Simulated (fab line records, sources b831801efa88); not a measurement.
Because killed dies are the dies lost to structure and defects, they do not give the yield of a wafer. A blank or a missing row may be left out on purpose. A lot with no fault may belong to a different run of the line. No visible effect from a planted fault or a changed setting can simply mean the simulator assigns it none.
8D (eight disciplines) problem report, filled in by code || flow sky130 || the parts of the form that need people (team, actions taken, sign-off) are left out

== 1. WHAT IS WRONG ==
SKY_PAD_OPEN_PROBE_99, killed_at_M0_to_M3: mean 417 on 2 wafers (1 lot); fault-free wafers 44, standard deviation 6.8. Relative to the usual mean, that is a shift of +55 standard deviations.
The first sign was on wafer L509.2 at day 48 03:35, on prober-01. Wafers with a number at this step in the record: 38, from 13 lots. Rule for "out" (also "out of limits"): further than 4 standard deviations from the usual mean. The other wafers with a number count as sound.

== 2. WHAT THIS IS AND IS NOT ==
{"question": "which readings at this step", "is": "killed_at_M0_to_M3, defectLimitedYield, killedDies, killedOnRim", "is not": "killed_at_M4_up, killedAtContacts, killedAtFrontEnd, killedAtOther, killedOpen, killedShort"}
{"question": "which lots", "is": "L509", "is not": "L500, L503, L504, L505, L515, L516, L517, L519, L520, L521, L522, L523"}
{"question": "which wafers of those lots", "is": "all that have a number", "is not": "-"}
{"question": "read on which tools", "is": "prober-01", "is not": "prober-02"}
{"question": "when", "is": "from day 48 03:35", "is not": "up to then (12 sound wafers); but 24 sound wafers of L515, L516, L517, L519, L520, L521, L522, L523 came after"}

== 3. WHAT RULES OUT EACH SUSPECT ==
Counting: any tool at a process step up to the reading is kept as a suspect provided that every lot that is out went through it and no sound lot did after the first of them.
- cmp-02 at SKY_VIA1_CMP_02 (polishes SiO2): ruled out as a lasting fault. The sound lots L517, L520, L519, L522, L523 went through it after L509, its earliest lot that is out (day 35 19:39).
- prober-01 at SKY_PAD_OPEN_PROBE_99: ruled out as a lasting fault. The sound lots L515, L517, L520, L521, L523 went through it after L509, its earliest lot that is out (day 48 03:35).
Left after counting: nothing in the record.

== 4. THE CAUSE (what the simulator had put in) ==
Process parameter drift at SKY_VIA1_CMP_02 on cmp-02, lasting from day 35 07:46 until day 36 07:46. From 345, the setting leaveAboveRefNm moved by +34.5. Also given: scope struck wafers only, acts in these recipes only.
It was ruled out by counting, in error; the rule expects a fault to strike all lots run on its tool from its start on, and this fault did not.

== 5. THE EFFECT CHAIN, in route order ==
Rows list readings where the struck wafers' mean (over those with a number) sits beyond 3 standard deviations from the usual. Scope: only readings with a usual standard deviation given in the record; hours: median across lots of the time from each lot's start at the first step in this table that gives one to its start at this step; sigmas: change in usual standard deviations.
{"hours": 0, "step": "SKY_PAD_OPEN_PROBE_99", "reading": "defectLimitedYield", "usual": "82.7 %", "on struck wafers": 7.3, "change": -75.4, "sigmas": -42}
{"hours": 0, "step": "SKY_PAD_OPEN_PROBE_99", "reading": "killed_at_M0_to_M3", "usual": 44, "on struck wafers": 417, "change": "+373", "sigmas": "+55"}
{"hours": 0, "step": "SKY_PAD_OPEN_PROBE_99", "reading": "killedDies", "usual": 85, "on struck wafers": 456, "change": "+371", "sigmas": "+43"}
{"hours": 0, "step": "SKY_PAD_OPEN_PROBE_99", "reading": "killedOnRim", "usual": 16, "on struck wafers": 96, "change": "+80", "sigmas": "+20"}
Here are the process steps it includes:
- SKY_PAD_OPEN_PROBE_99

== 6. HOW IT WOULD HAVE BEEN CAUGHT EARLIER ==
In this record the first reading out of limits was taken at day 48 03:35, 308 hours after the fault began at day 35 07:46.
An alarm limit of 4 standard deviations would not have fired on the tool readings at SKY_VIA1_CMP_02 for which the record gives a usual standard deviation, since none of them was out on any struck wafer.
